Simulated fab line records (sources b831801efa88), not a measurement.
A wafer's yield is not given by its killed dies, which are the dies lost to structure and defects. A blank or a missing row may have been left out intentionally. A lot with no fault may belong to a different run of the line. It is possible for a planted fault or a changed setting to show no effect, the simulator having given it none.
fab line records ; flow sfqLine
record lots=6; wafers=18; lastDay=93
route steps=325 shown M1@62 I1@73
lots that met no fault: taken from a fault-free run of the same line
startH: hours from the record's opening day to when the first of the lot's shown wafers began ; waitH: hours from the lot's prior step to this one ; " the same as in the row above ; L1.1+2: several wafers, shown together as one row ; - either no value or no given start ; * or withheld: withheld ; < > ~ a bound
route shown NAME@n: NAME is a module with steps in the file, n the number in the route of the first one ; usual: mean and standard deviation over wafers with no fault ; same: alike in all rows ; chamber/n: place in a boat ; sites: the reading at each site ; _std_site: standard deviation across them ; _edge_site: inner sites' mean taken away from outer sites' mean ; radiusMm: for every site, how far away it sits from the centre of the wafer ; mask NAME#n: copy n ; behind: the most recent tool/chamber to have shaped the wafer ; hold: why the lot went on hold/how many hours it stayed there/how the hold came to an end ; device: whichever transistor did not switch (one of n, p or np) ; end of line: the tests these same wafers got at the end of their route ; a step without rows: its recipe alone ; killed: the dies lost at the first sort to structure and to defects; this is not the yield of the wafer ; map: a wafer's dies, marking killed ones x, the rest . and places with no die _
set.NAME: the setting as run; set.NAME@STEP: as run at that earlier step ; model.NAME: the simulator's own value behind a step, which no gauge read
lots at some steps of the route; a table a step, a row a wafer
services: from which hour (startH, from the record's first day; less than 0 if before it) a tool's chamber was out of use, for how many hours, and why
## steps
# step SFQ_TRILAYER_M1_LITHO_COAT_044
# recipe resist=BARC; spinRpm=3000; resistThkNm=62
# step SFQ_TRILAYER_M1_LITHO_COAT_039
# recipe resist=KrF; spinRpm=3000; resistThkNm=600
# step SFQ_TRILAYER_M1_LITHO_SOFTBAKE_043
# recipe tempC=withheld; timeS=withheld; resist=KrF
# step SFQ_TRILAYER_M1_LITHO_EXPOSE_040
# recipe maskId=M1; na=0.6; sourceShape=conventional; sigmaOuter=0.65; targetCdNm=500; doseMj=14.4
# step SFQ_TRILAYER_M1_LITHO_PEB_042
# recipe pebTempC=115; pebTimeS=60; resist=KrF
# step SFQ_TRILAYER_M1_LITHO_DEVELOP_041
# recipe timeS=60; resist=KrF
# step SFQ_M1_OVL_MEAS_911
# usual M1_OVL=2/4.5
lot.wafer;tool;chamber;startH;waitH;M1_OVL[nm]
L506.1;overlay-02;-;249.12;0.1;10
L506.5;overlay-02;-;249.12;0.1;7
L506.6;overlay-02;-;249.12;0.1;9
L507.1;overlay-01;-;256.32;0.1;4
L507.4;overlay-01;-;256.32;0.1;-2
L507.6;overlay-01;-;256.32;0.1;3
L518.1;overlay-02;-;340.62;0.1;1
L518.5;overlay-02;-;340.62;0.1;-2
L518.6;overlay-02;-;340.62;0.1;1
L519.1;overlay-02;-;358.20;0.1;5
L519.3;overlay-02;-;358.20;0.1;1
L519.5;overlay-02;-;358.20;0.1;5
L520.2;overlay-02;-;370.20;0.1;1
L520.3;overlay-02;-;370.20;0.1;-5
L520.4;overlay-02;-;370.20;0.1;-7
L525.3;overlay-01;-;406.76;0.1;5
L525.5;overlay-01;-;406.76;0.1;6
L525.6;overlay-01;-;406.76;0.1;6
# step SFQ_TRILAYER_M1_BARC_OPEN_METAL_ETCH_054
# recipe maskMaterial=PR; chemistry=O2; targetDepthNm=125; target=BARC; icpW=600; biasW=80; pressureMtorr=10; timeS=41.7
# usual drypumpMotorCurrentA=5.6/0.74; oesProductAu=0.685/0.0044
lot.wafer;tool;chamber;startH;waitH;drypumpMotorCurrentA;oesProductAu;rfHoursCounterH
L506.1;rieMetal-02;1;249.15;0.0;5.2;0.682;60
L506.5;rieMetal-02;0;249.15;0.0;4.6;0.685;-
L506.6;rieMetal-02;1;249.15;0.0;5.3;0.681;-
L507.1;rieMetal-04;0;256.35;0.0;5.6;0.686;34
L507.4;rieMetal-04;0;256.35;0.0;5.6;0.684;-
L507.6;rieMetal-04;0;256.35;0.0;5.6;0.683;-
L518.1;rieMetal-01;1;340.66;0.0;6.2;0.679;95
L518.5;rieMetal-01;1;340.66;0.0;6.2;0.687;-
L518.6;rieMetal-01;0;340.66;0.0;6.6;0.685;-
L519.1;rieMetal-02;1;358.23;0.0;5.3;0.678;80
L519.3;rieMetal-02;0;358.23;0.0;4.6;0.688;-
L519.5;rieMetal-02;1;358.23;0.0;5.3;0.686;-
L520.2;rieMetal-01;0;370.23;0.0;6.6;0.681;94
L520.3;rieMetal-01;1;370.23;0.0;6.2;0.696;-
L520.4;rieMetal-01;0;370.23;0.0;6.6;0.685;-
L525.3;rieMetal-04;0;406.80;0.0;5.6;0.685;-
L525.5;rieMetal-04;1;406.80;0.0;6.6;0.684;-
L525.6;rieMetal-04;0;406.80;0.0;5.6;0.682;-
# step SFQ_TRILAYER_M1_ETCH_METAL_ETCH_042
# recipe target=Nb; stopOn=SiO2; maskMaterial=PR; chemistry=Cl2/Ar; targetDepthNm=240; icpW=600; biasW=80; pressureMtorr=10; timeS=120
# usual drypumpMotorCurrentA=5.6/0.73; oesProductAu=0.892/0.0065
lot.wafer;tool;chamber;startH;waitH;drypumpMotorCurrentA;oesProductAu;rfHoursCounterH
L506.1;rieMetal-02;1;249.21;0.0;5.3;0.891;60
L506.5;rieMetal-02;0;249.21;0.0;4.6;0.892;-
L506.6;rieMetal-02;1;249.21;0.0;5.3;0.896;-
L507.1;rieMetal-04;0;256.41;0.0;5.6;0.898;34
L507.4;rieMetal-04;0;256.41;0.0;5.6;0.884;-
L507.6;rieMetal-04;0;256.41;0.0;5.6;0.894;-
L518.1;rieMetal-01;1;340.72;0.0;6.2;0.892;95
L518.5;rieMetal-01;1;340.72;0.0;6.2;0.887;-
L518.6;rieMetal-01;0;340.72;0.0;6.5;0.897;-
L519.1;rieMetal-02;1;358.29;0.0;5.2;0.891;80
L519.3;rieMetal-02;0;358.29;0.0;4.6;0.895;-
L519.5;rieMetal-02;1;358.29;0.0;5.2;0.898;-
L520.2;rieMetal-01;0;370.29;0.0;6.5;0.897;94
L520.3;rieMetal-01;1;370.29;0.0;6.2;0.891;-
L520.4;rieMetal-01;0;370.29;0.0;6.5;0.897;-
L525.3;rieMetal-04;0;406.89;0.1;5.6;0.895;-
L525.5;rieMetal-04;1;406.89;0.1;6.6;0.889;-
L525.6;rieMetal-04;0;406.89;0.1;5.6;0.898;-
# step SFQ_TRILAYER_M1_STRIP_STRIP_043
# recipe gas=O2; powerW=200; platenTempC=40; overashFraction=0.65; chemistry=O2; pressureMtorr=50
# usual drypumpMotorCurrentA=5.6/0.73; oesProductAu=0.999/0.0084
lot.wafer;tool;chamber;startH;waitH;drypumpMotorCurrentA;oesProductAu;rfHoursCounterH
L506.1;rieMetal-02;1;249.34;0.1;5.2;1.000;60
L506.5;rieMetal-02;0;249.34;0.1;4.7;0.999;-
L506.6;rieMetal-02;1;249.34;0.1;5.3;1.012;-
L507.1;rieMetal-04;0;256.54;0.1;5.6;1.016;34
L507.4;rieMetal-04;0;256.54;0.1;5.6;1.004;-
L507.6;rieMetal-04;0;256.54;0.1;5.6;1.004;-
L518.1;rieMetal-01;1;340.84;0.1;6.2;1.008;95
L518.5;rieMetal-01;1;340.84;0.1;6.1;1.022;-
L518.6;rieMetal-01;0;340.84;0.1;6.6;1.003;-
L519.1;rieMetal-02;1;358.42;0.1;5.3;0.989;81
L519.3;rieMetal-02;0;358.42;0.1;4.6;1.017;-
L519.5;rieMetal-02;1;358.42;0.1;5.2;0.997;-
L520.2;rieMetal-01;0;370.42;0.1;6.6;0.998;94
L520.3;rieMetal-01;1;370.42;0.1;6.2;1.008;-
L520.4;rieMetal-01;0;370.42;0.1;6.5;0.993;-
L525.3;rieMetal-04;0;407.17;0.2;5.6;1.006;-
L525.5;rieMetal-04;1;407.17;0.2;6.6;1.009;-
L525.6;rieMetal-04;0;407.17;0.2;5.6;1.011;-
# step SFQ_TRILAYER_M1_STRIP_SOLV_CLEAN_044
# recipe chemistry=NMP; tempC=70; timeS=600
# step SFQ_TRILAYER_I1_DEP_PECVD_045
# recipe material=SiO2; tempC=150; timeS=111.11; pressureTorr=2.4; rfW=183.3; precursor=SiH4/N2O; targetThkNm=500
# usual heaterPowerOuterW=29/9.9; heaterPowerW=82/18; rfFwdPowerW=182.0/0.63; showerheadVppV=829/25; susceptorTempC=150.01/0.15; throttleValvePct=24.7/0.67
lot.wafer;tool;chamber;startH;waitH;heaterPowerOuterW;heaterPowerW;rfFwdPowerW;showerheadVppV;susceptorTempC;throttleValvePct;model.SiO2_of_TRILAYER_I1_DEP_PECVD_045.thkNm
L506.1;pecvd-04;2;250.11;0.0;22;67;182.1;835;150.17;23.9;494.7
L506.5;pecvd-04;0;250.11;0.0;21;85;181.9;842;150.03;23.6;511.2
L506.6;pecvd-04;1;250.11;0.0;26;72;180.9;838;150.12;24.6;503.4
L507.1;pecvd-03;2;257.31;0.0;26;85;181.8;831;150.03;25.7;491.3
L507.4;pecvd-03;1;257.31;0.0;41;97;182.7;789;149.79;25.7;499.1
L507.6;pecvd-03;2;257.31;0.0;30;91;182.0;844;150.01;25.3;506.7
L518.1;pecvd-04;2;341.62;0.0;29;76;151.9;770;150.06;24.3;473.9
L518.5;pecvd-04;0;341.62;0.0;30;96;152.8;764;150.42;24.2;487.3
L518.6;pecvd-04;2;341.62;0.0;19;60;151.9;757;149.85;24.3;478.6
L519.1;pecvd-04;2;359.19;0.0;27;72;153.0;756;150.01;24.4;472.5
L519.3;pecvd-04;1;359.19;0.0;38;88;152.3;768;150.13;24.9;464.2
L519.5;pecvd-04;2;359.19;0.0;29;75;152.7;763;150.16;24.2;475.1
L520.2;pecvd-01;0;371.19;0.0;34;90;181.8;834;150.01;25.1;506.8
L520.3;pecvd-01;2;371.19;0.0;13;57;182.1;905;150.09;24.8;502.2
L520.4;pecvd-01;1;371.19;0.0;18;59;182.4;775;150.13;24.6;509
L525.3;pecvd-03;0;407.74;0.0;54;122;182.7;831;150.39;25.1;506.9
L525.5;pecvd-03;0;407.74;0.0;57;122;182.6;828;150.33;25.0;516.8
L525.6;pecvd-03;1;407.74;0.0;40;98;183.4;794;149.94;26.2;504.1
# step SFQ_TRILAYER_I1_CMP_CMP_046
# recipe material=SiO2; downForcePsi=3; platenRpm=60; padVelocityMS=0.94248
# usual headPressurePsi=3.000/0.006; motorCurrentA=10.3/0.92
lot.wafer;tool;chamber;startH;waitH;headPressurePsi;motorCurrentA
L506.1;cmp-02;3;253.72;3.6;2.993;10.7
L506.5;cmp-02;1;254.72;4.5;2.998;11.0
L506.6;cmp-02;2;254.72;4.5;2.999;9.2
L507.1;cmp-01;2;257.72;0.4;2.997;10.0
L507.4;cmp-01;0;258.72;1.3;2.997;8.8
L507.6;cmp-01;3;260.22;2.8;3.000;9.8
L518.1;cmp-02;3;344.40;2.7;3.008;10.6
L518.6;cmp-02;3;346.40;4.7;3.008;10.8
L518.5;cmp-02;0;346.40;4.7;2.994;9.7
L519.3;cmp-02;0;359.72;0.5;2.995;10.6
L519.1;cmp-02;1;359.72;0.5;3.001;11.0
L519.5;cmp-02;1;362.22;2.9;3.008;10.7
L520.2;cmp-01;3;371.83;0.6;3.010;10.3
L520.3;cmp-01;1;372.83;1.6;2.997;11.5
L520.4;cmp-01;2;372.83;1.6;2.993;10.3
L525.3;cmp-01;2;414.26;6.5;3.006;10.2
L525.6;cmp-01;2;416.26;8.4;2.995;10.6
L525.5;cmp-01;3;416.26;8.4;3.005;10.8
## services
tool;chamber;startH;hours;kind
pecvd-04;2;227.66;19.4;repair
cmp-01;-;228.41;2.3;repair
pecvd-03;0;235.97;5.7;repair
cmp-02;-;236.72;4.0;pm
cmp-02;-;240.72;-;consumableReplace:conditioner
cmp-02;-;240.72;-;consumableReplace:pad
cmp-01;-;247.02;1.6;repair
cmp-02;-;256.53;1.5;repair
pecvd-04;2;315.33;6.2;repair
pecvd-01;-;322.32;6.0;pm
rieMetal-04;-;354.14;0.6;repair
cmp-02;-;357.25;2.1;repair
pecvd-04;-;361.48;1.1;repair
pecvd-04;1;364.84;12.7;repair
rieMetal-04;1;386.12;-;clean
rieMetal-04;1;386.12;19.9;scheduledDown
rieMetal-04;1;386.12;19.9;ventCycle
rieMetal-02;1;386.16;1.8;repair
cmp-01;-;407.26;4.0;pm
cmp-01;-;411.26;-;consumableReplace:conditioner
cmp-01;-;411.26;-;consumableReplace:pad
rieMetal-04;1;412.99;4.2;repair
## key
firstSign step=SFQ_TRILAYER_I1_DEP_PECVD_045; reading=rfFwdPowerW; direction=down; sigmas=47; usual=182.0; struck=152.4
effect step=SFQ_TRILAYER_I1_DEP_PECVD_045; reading=showerheadVppV; direction=down; sigmas=2.6; usual=829; struck=763
modelEffect step=SFQ_TRILAYER_I1_DEP_PECVD_045; value=SiO2_of_TRILAYER_I1_DEP_PECVD_045.thkNm; without=500.7; struck=475.3
metAt SFQ_TRILAYER_I1_DEP_PECVD_045
struckWafers L518.1,L518.5,L518.6,L519.1,L519.3,L519.5
onsetBetween 250.11 341.62
fault kind=processParameterDrift; tool=pecvd-04; chamber=-; onsetH=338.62; steps=SFQ_TRILAYER_I1_DEP_PECVD_045; channel=rfW; offset=-29.328; shape=step; endH=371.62; actsIn=theseRecipesOnly; stated=183.3
